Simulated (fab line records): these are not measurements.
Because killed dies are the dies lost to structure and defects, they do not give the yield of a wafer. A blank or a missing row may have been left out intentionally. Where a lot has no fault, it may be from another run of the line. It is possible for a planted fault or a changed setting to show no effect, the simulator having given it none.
Struck lot and sound lot, side by side -- flow gf180mcu -- 14 steps out of a route of 602
Sound: the wafers L593.2, L593.3, L593.5. Struck: wafers L604.1, L604.2, L604.6. At the end, the cause is stated.
For every step that has rows: the tool of each side, followed by ch and its chambers, followed by its first start. Under that, the readings that differ: sound wafers -- struck wafers -- difference of the means -- sigmas: that difference in standard deviations of wafers without a fault.
alike: words and numbers the same on both sides, and readings whose means are apart by under 2 such deviations; not compared: readings that were withheld, readings missing a value for some wafer, numbers with overlapping values and no deviation given by the record, and bounds like >300 which may hide the same value.
A row with sigmas, a row that says differs or no value, or rows on one side alone: a step with any of these is where the two part. Numbers that have no deviation but don't overlap get no sigmas and don't part them. Lack of a reading on every wafer of one side parts them only where that side has two or more wafers.

GF_V3_STRIP_18: strips in O2/N2.
  sound on plasmaAsher-01 ch 0, day 26 01:19; struck on plasmaAsher-04 ch 0,1, day 29 03:10
reading,sound,struck,difference,sigmas
drypumpMotorCurrentA (A),6.7 6.7 6.8,5.3 5.8 5.8,-1.1,-2
  alike: heaterPowerW, oesProductAu
  not compared: rfHoursCounterH
then, 2 steps without rows for these wafers: GF_V3_STRIP_19 (strips in post etch residue remover, time 1200 s); GF_V3_CLEAN_20 (cleans in DIW).
GF_V3_SPUTTER_21: material Ti, target thk 15 nm, time 80.02 s.
  struck on pvdSputter-02, day 29 03:41; sound on pvdSputter-02, day 26 01:52
reading,sound,struck,difference,sigmas
throttleValvePct (%),27.8 28.8 28.8,28.7 32.1 32.0,+2.5,+2
  alike: cathodeDcPowerW, chamberPressurePa
then, 2 steps without rows for these wafers: GF_V3_SPUTTER_22 (material TiN, target thk 10 nm, time 40 s); GF_V3_CVD_23 (deposits W, target thk 350 nm, time 104.9 s).
GF_V3_RS_MEAS_24: a four-point-probe measurement.
  struck on filmMetro-02, day 29 03:54; sound on filmMetro-02, day 26 02:07
  alike: V3_W_RS
GF_V3_THK_MEAS_25: measures by xrf.
  struck on filmMetro-02, day 29 04:01; sound on filmMetro-02, day 26 02:13
  alike: V3_W_THK
GF_V3_CMP_26: polishes, stops on SiO2, t overpolish 15 s, target thk 0 nm.
  sound on cmp-02 ch 0,1,3, day 26 02:36; struck on cmp-01 ch 2,3, day 29 04:05
  alike: motorCurrentA, overpolishRunS, timeToEndpointS
GF_M4_SPUTTER_00: material Ti, target thk 37.5 nm, time 150 s.
  struck on pvdSputter-04, day 29 04:23; sound on pvdSputter-02, day 26 02:48
  alike: cathodeDcPowerW, chamberPressurePa, throttleValvePct
GF_M4_SPUTTER_01: material TiN, target thk 30 nm, time 25 s.
  struck on pvdSputter-04, day 29 04:29; sound on pvdSputter-02, day 26 02:54
  alike: cathodeDcPowerW, chamberPressurePa, throttleValvePct
then, 1 step without rows for these wafers: GF_M4_SPUTTER_02 (material AlCu, target thk 450 nm, time 23.9 s).
GF_M4_SPUTTER_03: material Ti, target thk 10 nm, time 6.7 s.
  struck on pvdSputter-04, day 29 04:32; sound on pvdSputter-02, day 26 02:58
  no value came back on the struck wafers for cathodeDcPowerW (W), chamberPressurePa (Pa), throttleValvePct (%); on the sound wafers cathodeDcPowerW (W) reads 2999.7 2999.9 3000.3
then, 1 step without rows for these wafers: GF_M4_SPUTTER_04 (material TiN, target thk 50 nm, time 41.7 s).

## WHERE THEY PART
At GF_V3_STRIP_18 first; at GF_M4_SPUTTER_03 last (within this record only).

WHY: what had been put in by the simulator
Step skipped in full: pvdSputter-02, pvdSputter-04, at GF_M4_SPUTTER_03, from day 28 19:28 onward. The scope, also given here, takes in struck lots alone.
